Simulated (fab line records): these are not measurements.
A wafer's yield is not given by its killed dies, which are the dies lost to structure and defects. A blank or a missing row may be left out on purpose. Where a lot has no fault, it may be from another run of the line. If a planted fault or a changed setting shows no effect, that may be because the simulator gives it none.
One fault seen from 2 desks :: flow sky130 :: only its own numbers are on each desk; what lay behind them is given at the end

## THE METROLOGY DESK
Means of the sampled wafers that have a number, per lot and without regard to the tool the lot ran on: this is what the gauges read. If a lot's mean is further than 4 standard deviations from the usual mean, the lot is out of limits and carries the mark OUT (the distance appears in the brackets).
Columns: A = METAL1_ALCU_THK at SKY_METAL1_THK_MEAS_06, usual 253.8 nm
lot: L343
first seen here: day 31 13:49
A: 255.6

lot: L345
first seen here: day 32 15:16
A: 249.6

lot: L346
first seen here: day 32 18:22
A: 255.2

lot: L347
first seen here: day 34 01:44
A: 252.5

lot: L348
first seen here: day 34 05:58
A: 253.7

lot: L351
first seen here: day 34 09:01
A: 258.5

lot: L352
first seen here: day 34 13:54
A: 254.9

lot: L356
first seen here: day 35 20:08
A: 257.1

lot: L358
first seen here: day 36 07:40
A: 251.8

lot: L361
first seen here: day 37 10:16
A: 252.4

lot: L362
first seen here: day 37 16:53
A: 255.9

lot: L364
first seen here: day 38 00:07
A: 256.6

lot: L366
first seen here: day 38 15:43
A: 250.6
This desk found nothing out of limits on any of the 13 lots.

## THE TOOL OWNER'S DESK: cmp-01
The tool's own readings at SKY_CONTACT_CMP_27 (polishes, stops on SiO2, t overpolish 15 s, target thk 0 nm): means of the sampled wafers that have a number, for each lot that ran on this tool. If a lot's mean is further than 4 standard deviations from the usual mean, the lot is out of limits and carries the mark OUT (the distance appears in the brackets).
Columns: A = motor_current_A at SKY_CONTACT_CMP_27, usual 11.1 A; B = overpolish_run_s at SKY_CONTACT_CMP_27, usual 15.000 s; C = time_to_endpoint_s at SKY_CONTACT_CMP_27, usual 80.2 s
lot: L345
first seen here: day 32 14:42
A: 11.2
B: 14.999
C: 78.5

lot: L346
first seen here: day 32 17:48
A: 11.5
B: 15.004
C: 82.3

lot: L347
first seen here: day 34 01:10
A: 10.2
B: 15.005
C: 80.5

lot: L348
first seen here: day 34 05:24
A: 11.1
B: 14.997
C: 62.8 (-6.5) OUT

lot: L351
first seen here: day 34 08:31
A: 11.5
B: 14.998
C: 65.8 (-5.3) OUT

lot: L352
first seen here: day 34 13:19
A: 10.9
B: 14.999
C: 65.1 (-5.6) OUT

lot: L361
first seen here: day 37 09:42
A: 10.8
B: 15.012
C: 77.8

lot: L362
first seen here: day 37 16:22
A: 11.3
B: 14.990
C: 79.2
This desk finds L348, L351, L352 out of limits, L348 being first, at day 34 05:24 (time_to_endpoint_s at SKY_CONTACT_CMP_27). L345, L346, L347, L361, L362 stayed within limits.

## BROUGHT TOGETHER
An alarm could have come from the tool owner's desk at day 34 05:24, on L348, L351, L352.
At the metrology desk, nothing out of limits was observed.
The metrology desk has L348, L351, L352 on record, within its limits.
On cmp-01, each named lot ran SKY_CONTACT_CMP_27.

## WHAT WAS PUT IN BY THE SIMULATOR
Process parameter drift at SKY_CONTACT_CMP_27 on cmp-01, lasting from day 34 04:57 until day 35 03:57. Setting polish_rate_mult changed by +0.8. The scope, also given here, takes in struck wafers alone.
Shown lots that were struck: L348, L351, L352.
Each desk's first reading out of limits, in hours after the fault started: the tool owner's desk, 0.
